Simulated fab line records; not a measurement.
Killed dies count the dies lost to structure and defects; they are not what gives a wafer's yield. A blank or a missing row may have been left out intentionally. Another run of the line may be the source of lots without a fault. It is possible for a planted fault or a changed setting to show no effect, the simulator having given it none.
fab line records	flow sky130
[record] lots = 5	wafers = 23
route steps=708 shown FIELD_ISO@11 NWELL@77 VT_ADJUST_HVTP@89 VT_ADJUST_LVTN@105 VT_ADJUST_NCORE@123 VT_ADJUST_PCH@151 SONOS_TUNNEL@160 SONOS_ONO@170
start-h: hours from the record's first day to the start of the lot's first wafer shown	wait-h: time in hours since the lot's previous step	" repeats the value in the row above	L1.1+2: a row that stands for several wafers	- either no value or no given start	* or withheld: withheld	< > ~ a bound
route shown NAME@n: a module of which the file shows steps, and the number in the route of the first	usual: mean and standard deviation over wafers with no fault	same: alike in all rows	chamber/n: place in a boat	sites: per-site readings	_std_site: standard deviation across them	_edge_site: outer sites' mean less inner sites'	radius-mm: how far each site lies from the wafer's centre	mask NAME#n: copy n	behind: the tool/chamber that last shaped the wafer	hold: what put the lot on hold/how long, in hours/how the hold closed	device: the transistor (n, p or np) that didn't switch	end of line: at the end of the route, the tests of the same wafers	a step without rows: its recipe alone	killed: not the wafer's yield, but the dies lost to structure and defects at the first sort	map: shows each die of a wafer: x if killed, . if not, _ if none is there
set.NAME: the run value of the setting; set.NAME@STEP: its run value at that earlier step	model.NAME: the simulator's own value behind a step, which no gauge read
lots whose settings were changed on purpose; a table a step, a row a wafer
[[steps]]
[step SKY_FIELD_ISO_EXPOSE_10]
[recipe] mask-id = FOM	na = 0.68	source-shape = annular	sigma-inner = 0.4	sigma-outer = 0.8	target-cd-nm = 150	dose-mj = 28
lot.wafer	tool	chamber	start-h	wait-h	mask	set.dose-mj
L074.1+3+5	krf-scanner-01	0	-	-	FOM#0	27.34
L074.4+6	"	0	"	"	FOM#0	28
L075.1+3	krf-scanner-02	0	-	-	FOM#0	27.18
L075.4+5+6	"	0	"	"	FOM#0	28
L078.2+5+6	krf-scanner-01	0	-	-	FOM#0	27.42
L078.3+4	"	0	"	"	FOM#0	28
L079.1+2+3	krf-scanner-01	0	-	-	FOM#0	28
L081.2+5+6	krf-scanner-02	0	-	-	FOM#0	25.96
L081.3+4	"	0	"	"	FOM#0	28
[step SKY_FIELD_ISO_PEB_11]
[recipe] peb-temp-c = withheld	peb-time-s = withheld	resist = KrF-thick
[step SKY_FIELD_ISO_DEVELOP_12]
[recipe] develop-time-s = 60	resist = KrF-thick	dev-temp-c = 21
[step SKY_FIELD_ISO_CD_MEAS_13]
[recipe] target-cd-nm = 150
[usual] cd-nm = 150.3/1
lot.wafer	tool	chamber	start-h	wait-h	set.dose-mj@FIELD_ISO_EXPOSE_10	cd-nm
L074.1	cd-sem-02	-	27.87	-	27.34	155.9
L074.3	"	-	"	"	27.34	153.6
L074.4	"	-	"	"	28	149.0
L074.5	"	-	"	"	27.34	155.0
L074.6	"	-	"	"	28	151.2
L075.1	cd-sem-02	-	33.95	-	27.18	156.6
L075.3	"	-	"	"	27.18	157.0
L075.4	"	-	"	"	28	149.8
L075.5	"	-	"	"	28	151.1
L075.6	"	-	"	"	28	149.3
L078.2	cd-sem-02	-	48.84	-	27.42	153.2
L078.3	"	-	"	"	28	149.6
L078.4	"	-	"	"	28	148.9
L078.5	"	-	"	"	27.42	153.6
L078.6	"	-	"	"	27.42	152.9
L079.1	cd-sem-02	-	54.95	-	28	151.1
L079.2	"	-	"	"	28	150.4
L079.3	"	-	"	"	28	150.1
L081.2	cd-sem-02	-	65.97	-	25.96	166.7
L081.3	"	-	"	"	28	152.9
L081.4	"	-	"	"	28	152.3
L081.5	"	-	"	"	25.96	166.0
L081.6	"	-	"	"	25.96	166.7
[step SKY_FIELD_ISO_ETCH_14]
[recipe] chemistry = N2/H2	target = BARC	ion-energy-ev = 200	source-w = 500	bias-w = 100	pressure-mtorr = 30	n2-flow-sccm = 100	h2-flow-sccm = 200	stop-on = SiO2	time-s = 45.9	target-depth-a = 600
lot.wafer	tool	chamber	start-h	wait-h	set.time-s	set.dose-mj@FIELD_ISO_EXPOSE_10	model.FIELD_ISO.cd-nm
L074.1	rie-diel-02	0	27.99	0.1	45.9	27.34	156.5
L074.3	"	2	"	"	45.9	27.34	153.9
L074.4	"	3	"	"	45.9	28	149.3
L074.5	"	2	"	"	45.9	27.34	155.4
L074.6	"	3	"	"	45.9	28	151.5
L075.1	rie-diel-04	2	34.07	0.1	45.9	27.18	156.2
L075.3	"	3	"	"	45.9	27.18	156.3
L075.4	"	1	"	"	45.9	28	150
L075.5	"	1	"	"	45.9	28	151.2
L075.6	"	2	"	"	45.9	28	149.3
L078.2	rie-diel-02	0	48.94	0.1	45.9	27.42	152.7
L078.3	"	2	"	"	45.9	28	149.6
L078.4	"	1	"	"	45.9	28	149.5
L078.5	"	3	"	"	45.9	27.42	153.6
L078.6	"	2	"	"	45.9	27.42	153.2
L079.1	rie-diel-04	2	55.07	0.1	45.9	28	151.3
L079.2	"	0	"	"	45.9	28	150.5
L079.3	"	1	"	"	45.9	28	151.2
L081.2	rie-diel-03	1	66.07	0.1	40.71	25.96	168
L081.3	"	0	"	"	40.71	28	153.5
L081.4	"	3	"	"	45.9	28	151.9
L081.5	"	2	"	"	45.9	25.96	166.1
L081.6	"	1	"	"	45.9	25.96	167.1
[step SKY_FIELD_ISO_ETCH_15]
[recipe] chemistry = CHF3/O2	target-depth-nm = 180	stop-on = Si	source-w = 600	bias-w = 200	pressure-mtorr = 40	chf3-flow-sccm = 50	O2_flow_sccm = 5	time-s = 72
lot.wafer	tool	chamber	start-h	wait-h	set.dose-mj@FIELD_ISO_EXPOSE_10	model.FIELD_ISO.cd-nm
L074.1	rie-diel-02	0	28.03	0.0	27.34	156.6
L074.3	"	2	"	"	27.34	154.1
L074.4	"	3	"	"	28	148.9
L074.5	"	2	"	"	27.34	155
L074.6	"	3	"	"	28	152.3
L075.1	rie-diel-04	2	34.11	0.0	27.18	156.9
L075.3	"	3	"	"	27.18	155.5
L075.4	"	1	"	"	28	149.8
L075.5	"	1	"	"	28	151.5
L075.6	"	2	"	"	28	150.4
L078.2	rie-diel-02	0	48.98	0.0	27.42	151.6
L078.3	"	2	"	"	28	149.3
L078.4	"	1	"	"	28	149.2
L078.5	"	3	"	"	27.42	153.1
L078.6	"	2	"	"	27.42	152.6
L079.1	rie-diel-04	2	55.11	0.0	28	151.8
L079.2	"	0	"	"	28	150.8
L079.3	"	1	"	"	28	151
L081.2	rie-diel-03	1	66.11	0.0	25.96	168.2
L081.3	"	0	"	"	28	153.8
L081.4	"	3	"	"	28	152.9
L081.5	"	2	"	"	25.96	166.9
L081.6	"	1	"	"	25.96	167.1
[step SKY_NWELL_IMPLANT_24]
[recipe] species = B	energy-kev = 140	dose-cm2 = 9.2e+12	tilt-deg = withheld
lot.wafer	tool	chamber	start-h	wait-h	set.dose-cm2
L074.1+3	implanter-03	0	100.95	0.0	9.714e+12
L074.4+5+6	"	0	"	"	9.2e+12
L075.1+3+4+5+6	implanter-02	0	108.12	0.0	9.2e+12
L078.2+3+4+5+6	implanter-04	0	133.30	0.0	9.2e+12
L079.1+2+3	implanter-02	0	138.07	0.0	9.2e+12
L081.2+5	implanter-03	0	142.88	0.0	9.2e+12
L081.3+4+6	"	0	"	"	8.649e+12
[step SKY_NWELL_STRIP_25]
[recipe] chemistry = O2/N2	power-w = 1400	pressure-mtorr = 1500	platen-temp-c = withheld	o2-flow-sccm = 3000	n2-flow-sccm = 300	overash-fraction = 0.5
[step SKY_NWELL_TW_MEAS_26]
[usual] NWELL_2_TW = 501/3.4
lot.wafer	tool	chamber	start-h	wait-h	set.dose-cm2@NWELL_IMPLANT_24	NWELL_2_TW
L074.1	film-metro-01	-	101.20	0.1	9.714e+12	515
L074.3	"	-	"	"	9.714e+12	516
L074.4	"	-	"	"	9.2e+12	505
L074.5	"	-	"	"	9.2e+12	506
L074.6	"	-	"	"	9.2e+12	506
L075.1	film-metro-04	-	108.37	0.1	9.2e+12	503
L075.3	"	-	"	"	9.2e+12	504
L075.4	"	-	"	"	9.2e+12	502
L075.5	"	-	"	"	9.2e+12	501
L075.6	"	-	"	"	9.2e+12	502
L078.2	film-metro-01	-	133.53	0.1	9.2e+12	503
L078.3	"	-	"	"	9.2e+12	506
L078.4	"	-	"	"	9.2e+12	503
L078.5	"	-	"	"	9.2e+12	504
L078.6	"	-	"	"	9.2e+12	502
L079.1	film-metro-04	-	138.32	0.1	9.2e+12	503
L079.2	"	-	"	"	9.2e+12	501
L079.3	"	-	"	"	9.2e+12	499
L081.2	film-metro-01	-	143.11	0.1	9.2e+12	505
L081.3	"	-	"	"	8.649e+12	494
L081.4	"	-	"	"	8.649e+12	492
L081.5	"	-	"	"	9.2e+12	503
L081.6	"	-	"	"	8.649e+12	492
[step SKY_VT_ADJUST_HVTP_EXPOSE_04]
[recipe] mask-id = HVTPM	na = 0.6	source-shape = conventional	sigma-outer = 0.6	polarization = unpolarized	target-cd-nm = 380	dose-mj = 140
lot.wafer	tool	chamber	start-h	wait-h	mask	set.dose-mj
L074.1+5	iline-stepper-02	0	-	-	HVTPM#0	140
L074.3+4+6	"	0	"	"	HVTPM#0	149.3
L075.1+4+6	iline-stepper-02	0	-	-	HVTPM#0	140
L075.3+5	"	0	"	"	HVTPM#0	134
L078.2+3+5	iline-stepper-01	0	-	-	HVTPM#0	140
L078.4+6	"	0	"	"	HVTPM#0	132.1
L079.1+2+3	iline-stepper-01	0	-	-	HVTPM#0	140
L081.2+3+5	iline-stepper-02	0	-	-	HVTPM#0	145.6
L081.4+6	"	0	"	"	HVTPM#0	140
[step SKY_VT_ADJUST_HVTP_PEB_05]
[recipe] temp-c = withheld	time-s = *	resist = NOVOLAK
[step SKY_VT_ADJUST_HVTP_DEVELOP_06]
[recipe] resist = NOVOLAK	developer = TMAH	develop-time-s = 60	dev-temp-c = 23
[step SKY_VT_ADJUST_HVTP_CD_MEAS_07]
[recipe] target-cd-nm = 380
[usual] cd-nm = 379.6/2.8
lot.wafer	tool	chamber	start-h	wait-h	set.dose-mj@VT_ADJUST_HVTP_EXPOSE_04	cd-nm
L074.1	cd-sem-02	-	118.92	0.1	140	374.4
L074.3	"	-	"	"	149.3	396.5
L074.4	"	-	"	"	149.3	395.2
L074.5	"	-	"	"	140	375.2
L074.6	"	-	"	"	149.3	394.7
L075.1	cd-sem-01	-	126.12	0.1	140	380.0
L075.3	"	-	"	"	134	368.7
L075.4	"	-	"	"	140	380.5
L075.5	"	-	"	"	134	368.4
L075.6	"	-	"	"	140	381.8
L078.2	cd-sem-02	-	152.54	0.1	140	380.4
L078.3	"	-	"	"	140	382.1
L078.4	"	-	"	"	132.1	364.4
L078.5	"	-	"	"	140	381.9
L078.6	"	-	"	"	132.1	363.5
L079.1	cd-sem-02	-	158.35	0.1	140	380.4
L079.2	"	-	"	"	140	380.4
L079.3	"	-	"	"	140	380.9
L081.2	cd-sem-01	-	164.24	0.1	145.6	389.8
L081.3	"	-	"	"	145.6	387.6
L081.4	"	-	"	"	140	378.2
L081.5	"	-	"	"	145.6	389.2
L081.6	"	-	"	"	140	377.0
[step SKY_VT_ADJUST_LVTN_IMPLANT_08]
[recipe] species = B	energy-kev = 30	dose-cm2 = 1.57e+12	tilt-deg = withheld
lot.wafer	tool	chamber	start-h	wait-h	set.dose-cm2
L074.1+4+5	implanter-02	0	135.58	0.0	1.473e+12
L074.3+6	"	0	"	"	1.57e+12
L075.1+3	implanter-03	0	141.62	0.0	1.511e+12
L075.4+5+6	"	0	"	"	1.57e+12
L078.2+3+4+5+6	implanter-02	0	172.08	0.0	1.57e+12
L079.1+2+3	implanter-02	0	178.91	0.0	1.57e+12
L081.2+3+4+5+6	implanter-03	0	184.23	0.0	1.57e+12
[step SKY_VT_ADJUST_LVTN_STRIP_09]
[recipe] chemistry = O2/N2	power-w = 1400	pressure-mtorr = 1500	platen-temp-c = withheld	o2-flow-sccm = 3000	n2-flow-sccm = 300	overash-fraction = 0.5
[step SKY_VT_ADJUST_LVTN_TW_MEAS_10]
[usual] VT_ADJUST_LVTN_TW = 243.0/1
lot.wafer	tool	chamber	start-h	wait-h	set.dose-cm2@VT_ADJUST_LVTN_IMPLANT_08	VT_ADJUST_LVTN_TW
L074.1	film-metro-03	-	135.83	0.1	1.473e+12	238.6
L074.3	"	-	"	"	1.57e+12	244.6
L074.4	"	-	"	"	1.473e+12	238.3
L074.5	"	-	"	"	1.473e+12	238.5
L074.6	"	-	"	"	1.57e+12	243.7
L075.1	film-metro-04	-	141.87	0.1	1.511e+12	239.8
L075.3	"	-	"	"	1.511e+12	239.8
L075.4	"	-	"	"	1.57e+12	242.9
L075.5	"	-	"	"	1.57e+12	244.6
L075.6	"	-	"	"	1.57e+12	242.5
L078.2	film-metro-02	-	172.32	0.1	1.57e+12	243.8
L078.3	"	-	"	"	1.57e+12	242.9
L078.4	"	-	"	"	1.57e+12	242.1
L078.5	"	-	"	"	1.57e+12	243.2
L078.6	"	-	"	"	1.57e+12	244.0
L079.1	film-metro-02	-	179.16	0.1	1.57e+12	242.6
L079.2	"	-	"	"	1.57e+12	242.9
L079.3	"	-	"	"	1.57e+12	242.1
L081.2	film-metro-02	-	184.47	0.1	1.57e+12	242.5
L081.3	"	-	"	"	1.57e+12	243.2
L081.4	"	-	"	"	1.57e+12	242.0
L081.5	"	-	"	"	1.57e+12	241.7
L081.6	"	-	"	"	1.57e+12	243.9
[step SKY_VT_ADJUST_LVTN_IMPLANT_19]
[recipe] species = B	energy-kev = 30	dose-cm2 = 6.5e+11	tilt-deg = withheld
lot.wafer	tool	chamber	start-h	wait-h	set.energy-kev	model.implant.rp-nm	model.implant.drp-nm
L074.1+4+6	implanter-03	0	153.72	0.0	30	98.66	42.97
L074.3+5	"	0	"	"	29.09	95.74	41.89
L075.1+3+6	implanter-01	0	162.41	0.0	28.82	97.3	41.54
L075.4+5	"	0	"	"	30	101.2	42.97
L078.2+4+6	implanter-03	0	193.10	0.0	30	94.12	42.97
L078.3+5	"	0	"	"	30.87	96.77	43.88
L079.1+2+3	implanter-02	0	199.36	0.0	30	96.28	42.97
L081.2+6	implanter-02	0	206.23	0.0	31.53	102.3	44.53
L081.3+4+5	"	0	"	"	30	97.47	42.97
[step SKY_VT_ADJUST_NCORE_EXPOSE_04]
[recipe] mask-id = LVTN_COMPLEMENT_THIN	na = 0.6	source-shape = conventional	sigma-outer = 0.6	polarization = unpolarized	target-cd-nm = 380	dose-mj = 139
lot.wafer	tool	chamber	start-h	wait-h	mask	set.dose-mj
L074.1+6	iline-stepper-01	0	-	-	LVTN_COMPLEMENT_THIN#0	139
L074.3+4+5	"	0	"	"	LVTN_COMPLEMENT_THIN#0	148
L075.1+5+6	iline-stepper-02	0	-	-	LVTN_COMPLEMENT_THIN#0	139
L075.3+4	"	0	"	"	LVTN_COMPLEMENT_THIN#0	130.9
L078.2+3+6	iline-stepper-02	0	-	-	LVTN_COMPLEMENT_THIN#0	128.8
L078.4+5	"	0	"	"	LVTN_COMPLEMENT_THIN#0	139
L079.1+2+3	iline-stepper-02	0	-	-	LVTN_COMPLEMENT_THIN#0	139
L081.2+5+6	iline-stepper-02	0	-	-	LVTN_COMPLEMENT_THIN#0	139
L081.3+4	"	0	"	"	LVTN_COMPLEMENT_THIN#0	133.9
[step SKY_VT_ADJUST_NCORE_PEB_05]
[recipe] temp-c = withheld	time-s = *	resist = NOVOLAK
[step SKY_VT_ADJUST_NCORE_DEVELOP_06]
[recipe] resist = NOVOLAK	developer = TMAH	develop-time-s = 62.21	dev-temp-c = 23
lot.wafer	tool	chamber	start-h	wait-h	set.dose-mj@VT_ADJUST_NCORE_EXPOSE_04	model.VT_ADJUST_NCORE.cd-nm
L074.1	litho-track-04	0	172.38	0.1	139	379.6
L074.3	"	0	"	"	148	397.1
L074.4	"	0	"	"	148	397.9
L074.5	"	0	"	"	148	401.5
L074.6	"	0	"	"	139	379.3
L075.1	litho-track-01	0	181.82	0.1	139	377.3
L075.3	"	0	"	"	130.9	359.1
L075.4	"	0	"	"	130.9	360.5
L075.5	"	0	"	"	139	379.6
L075.6	"	0	"	"	139	375.5
L078.2	litho-track-01	0	214.34	0.1	128.8	359.3
L078.3+6	"	0	"	"	128.8	358.2
L078.4	"	0	"	"	139	381.9
L078.5	"	0	"	"	139	380.6
L079.1	litho-track-04	0	220.93	0.1	139	380.9
L079.2	"	0	"	"	139	381.3
L079.3	"	0	"	"	139	381
L081.2	litho-track-04	0	227.66	0.1	139	380.6
L081.3	"	0	"	"	133.9	372.1
L081.4	"	0	"	"	133.9	371.4
L081.5	"	0	"	"	139	378.8
L081.6	"	0	"	"	139	383.3
[step SKY_VT_ADJUST_NCORE_CD_MEAS_07]
[recipe] target-cd-nm = 380
[usual] cd-nm = 380.0/2.4
lot.wafer	tool	chamber	start-h	wait-h	set.dose-mj@VT_ADJUST_NCORE_EXPOSE_04	cd-nm
L074.1	cd-sem-01	-	172.53	0.1	139	379.7
L074.3	"	-	"	"	148	397.2
L074.4	"	-	"	"	148	397.8
L074.5	"	-	"	"	148	401.7
L074.6	"	-	"	"	139	378.9
L075.1	cd-sem-02	-	181.97	0.1	139	377.3
L075.3	"	-	"	"	130.9	359.2
L075.4	"	-	"	"	130.9	360.6
L075.5	"	-	"	"	139	379.5
L075.6	"	-	"	"	139	375.4
L078.2	cd-sem-01	-	214.49	0.1	128.8	359.7
L078.3	"	-	"	"	128.8	357.7
L078.4	"	-	"	"	139	382.1
L078.5	"	-	"	"	139	380.4
L078.6	"	-	"	"	128.8	358.4
L079.1	cd-sem-02	-	221.08	0.1	139	381.2
L079.2	"	-	"	"	139	381.4
L079.3	"	-	"	"	139	381.2
L081.2	cd-sem-01	-	227.80	0.1	139	380.3
L081.3	"	-	"	"	133.9	371.9
L081.4	"	-	"	"	133.9	371.4
L081.5	"	-	"	"	139	378.6
L081.6	"	-	"	"	139	383.2
[step SKY_VT_ADJUST_NCORE_IMPLANT_09]
[recipe] species = B	energy-kev = 10	dose-cm2 = 2.4e+12	tilt-deg = withheld
lot.wafer	tool	chamber	start-h	wait-h	set.energy-kev	model.implant.rp-nm	model.implant.drp-nm
L074.1+5	implanter-02	0	172.69	0.0	10.35	35.07	17.53
L074.3+4+6	"	0	"	"	10	33.9	17.11
L075.1+3+4+5+6	implanter-04	0	182.13	0.0	10	33.05	17.11
L078.2+5	implanter-02	0	214.65	0.0	10	32.51	17.11
L078.3+4+6	"	0	"	"	10.27	33.38	17.43
L079.1+2+3	implanter-02	0	221.24	0.0	10	32.51	17.11
L081.2+3	implanter-02	0	227.97	0.0	10.42	35.02	17.61
L081.4+5+6	"	0	"	"	10	33.63	17.11
[step SKY_VT_ADJUST_PCH_IMPLANT_08]
[recipe] species = B	energy-kev = 10	dose-cm2 = 5e+11	tilt-deg = withheld
lot.wafer	tool	chamber	start-h	wait-h	set.energy-kev	model.implant.rp-nm	model.implant.drp-nm
L074.1+3+4	implanter-03	0	215.45	0.0	9.805	31.95	16.88
L074.5+6	"	0	"	"	10	32.47	17.11
L075.1+3+4	implanter-01	0	225.23	0.0	10	33.01	17.11
L075.5+6	"	0	"	"	10.38	34.24	17.56
L078.2+4+5	implanter-03	0	260.71	0.0	10	32.97	17.11
L078.3+6	"	0	"	"	9.674	32.09	16.72
L079.1+2+3	implanter-01	0	268.86	0.0	10	32.88	17.11
L081.2+4+6	implanter-01	0	275.66	0.0	10	33.75	17.11
L081.3+5	"	0	"	"	9.739	33.03	16.8
[step SKY_SONOS_TUNNEL_DEVELOP_06]
[recipe] resist = NOVOLAK	developer = TMAH	develop-time-s = 60	dev-temp-c = 23
lot.wafer	tool	chamber	start-h	wait-h	set.develop-time-s
L074.1+4+5	litho-track-04	0	238.28	0.1	68.59
L074.3+6	"	0	"	"	60
L075.1+3+4+5+6	litho-track-04	0	248.58	0.1	60
L078.2+3	litho-track-01	0	284.04	0.1	60
L078.4+5+6	"	0	"	"	63.41
L079.1+2+3	litho-track-04	0	293.58	0.1	60
L081.2+3+6	litho-track-04	0	300.81	0.1	60
L081.4+5	"	0	"	"	63.78
[step SKY_SONOS_TUNNEL_CD_MEAS_07]
[recipe] target-cd-nm = 410
[usual] cd-nm = 409.7/2.5
lot.wafer	tool	chamber	start-h	wait-h	set.develop-time-s@SONOS_TUNNEL_DEVELOP_06	cd-nm
L074.1	cd-sem-02	-	238.43	0.1	68.59	419.7
L074.3	"	-	"	"	60	408.2
L074.4	"	-	"	"	68.59	420.7
L074.5	"	-	"	"	68.59	420.5
L074.6	"	-	"	"	60	405.7
L075.1	cd-sem-02	-	248.73	0.1	60	407.5
L075.3	"	-	"	"	60	406.7
L075.4	"	-	"	"	60	407.4
L075.5	"	-	"	"	60	408.0
L075.6	"	-	"	"	60	408.9
L078.2	cd-sem-01	-	284.19	0.1	60	412.1
L078.3	"	-	"	"	60	410.9
L078.4	"	-	"	"	63.41	419.1
L078.5	"	-	"	"	63.41	417.3
L078.6	"	-	"	"	63.41	418.0
L079.1	cd-sem-01	-	293.73	0.1	60	411.2
L079.2	"	-	"	"	60	412.3
L079.3	"	-	"	"	60	412.6
L081.2	cd-sem-02	-	300.95	0.1	60	410.2
L081.3	"	-	"	"	60	408.8
L081.4	"	-	"	"	63.78	414.9
L081.5	"	-	"	"	63.78	418.0
L081.6	"	-	"	"	60	408.3
[step SKY_SONOS_ONO_CVD_02]
[recipe] material = Si3N4	precursor = DCS/NH3	target-thk-nm = 10.5	temp-c = 770	time-s = 180	pressure-mtorr = 250
lot.wafer	tool	chamber	start-h	wait-h	set.pressure-mtorr	model.Si3N4_of_SONOS_ONO_CVD_02.thk-nm
L074.1	-	-	-	0.1	217.6	10.13
L074.3	"	-	"	"	217.6	9.935
L074.4	"	-	"	"	217.6	9.988
L074.5	"	-	"	"	217.6	9.981
L074.6	"	-	"	"	217.6	9.877
L075.1	-	-	-	1.1	268.8	10.69
L075.3	"	-	"	"	268.8	10.72
L075.4	"	-	"	"	268.8	10.79
L075.5	"	-	"	"	268.8	10.75
L075.6	"	-	"	"	268.8	10.78
L078.2	-	-	-	1.0	266.3	10.58
L078.3	"	-	"	"	266.3	10.53
L078.4	"	-	"	"	266.3	10.47
L078.5	"	-	"	"	266.3	10.51
L078.6	"	-	"	"	266.3	10.6
L079.1	lpcvd-02	0	296.77	0.4	250	10.4
L079.2	"	0	"	"	250	10.45
L079.3	"	0	"	"	250	10.33
L081.2+5	-	-	-	0.9	267.2	10.8
L081.3	"	-	"	"	267.2	10.79
L081.4	"	-	"	"	267.2	10.83
L081.6	"	-	"	"	267.2	10.75
[[key]]
[split] step = SKY_FIELD_ISO_EXPOSE_10	setting = dose-mj	stated = 28	by = wafer
[response] step = SKY_FIELD_ISO_CD_MEAS_13	reading = cd-nm	change = -1.95	per = 1%	r = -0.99
[response] step = SKY_FIELD_ISO_ETCH_14	reading = model.FIELD_ISO.cd-nm	change = -1.98	per = 1%	r = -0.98
[response] step = SKY_FIELD_ISO_ETCH_15	reading = model.FIELD_ISO.cd-nm	change = -1.91	per = 1%	r = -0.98
[split] step = SKY_FIELD_ISO_ETCH_14	setting = time-s	stated = 45.9	by = wafer
response none clear
[split] step = SKY_NWELL_IMPLANT_24	setting = dose-cm2	stated = 9.2e+12	by = wafer
[response] step = SKY_NWELL_TW_MEAS_26	reading = NWELL_2_TW	change = +1.85	per = 1%	r = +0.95
[split] step = SKY_VT_ADJUST_HVTP_EXPOSE_04	setting = dose-mj	stated = 140	by = wafer
[response] step = SKY_VT_ADJUST_HVTP_CD_MEAS_07	reading = cd-nm	change = +3.03	per = 1%	r = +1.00
[split] step = SKY_VT_ADJUST_LVTN_IMPLANT_08	setting = dose-cm2	stated = 1.57e+12	by = wafer
[response] step = SKY_VT_ADJUST_LVTN_TW_MEAS_10	reading = VT_ADJUST_LVTN_TW	change = +0.925	per = 1%	r = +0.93
[split] step = SKY_VT_ADJUST_LVTN_IMPLANT_19	setting = energy-kev	stated = 30	by = wafer
[response] step = SKY_VT_ADJUST_LVTN_IMPLANT_19	reading = model.implant.rp-nm	change = +0.955	per = 1%	r = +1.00
[response] step = SKY_VT_ADJUST_LVTN_IMPLANT_19	reading = model.implant.drp-nm	change = +0.329	per = 1%	r = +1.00
[split] step = SKY_VT_ADJUST_NCORE_EXPOSE_04	setting = dose-mj	stated = 139	by = wafer
[response] step = SKY_VT_ADJUST_NCORE_DEVELOP_06	reading = model.VT_ADJUST_NCORE.cd-nm	change = +3	per = 1%	r = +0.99
[response] step = SKY_VT_ADJUST_NCORE_CD_MEAS_07	reading = cd-nm	change = +2.99	per = 1%	r = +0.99
[split] step = SKY_VT_ADJUST_NCORE_IMPLANT_09	setting = energy-kev	stated = 10	by = wafer
[response] step = SKY_VT_ADJUST_NCORE_IMPLANT_09	reading = model.implant.rp-nm	change = +0.33	per = 1%	r = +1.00
[response] step = SKY_VT_ADJUST_NCORE_IMPLANT_09	reading = model.implant.drp-nm	change = +0.118	per = 1%	r = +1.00
[split] step = SKY_VT_ADJUST_PCH_IMPLANT_08	setting = energy-kev	stated = 10	by = wafer
[response] step = SKY_VT_ADJUST_PCH_IMPLANT_08	reading = model.implant.rp-nm	change = +0.293	per = 1%	r = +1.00
[response] step = SKY_VT_ADJUST_PCH_IMPLANT_08	reading = model.implant.drp-nm	change = +0.119	per = 1%	r = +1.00
[split] step = SKY_SONOS_TUNNEL_DEVELOP_06	setting = develop-time-s	stated = 60	by = wafer
[response] step = SKY_SONOS_TUNNEL_CD_MEAS_07	reading = cd-nm	change = +0.993	per = 1%	r = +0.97
[split] step = SKY_SONOS_ONO_CVD_02	setting = pressure-mtorr	stated = 250	by = lot
[response] step = SKY_SONOS_ONO_CVD_02	reading = model.Si3N4_of_SONOS_ONO_CVD_02.thk-nm	change = +0.036	per = 1%	r = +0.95
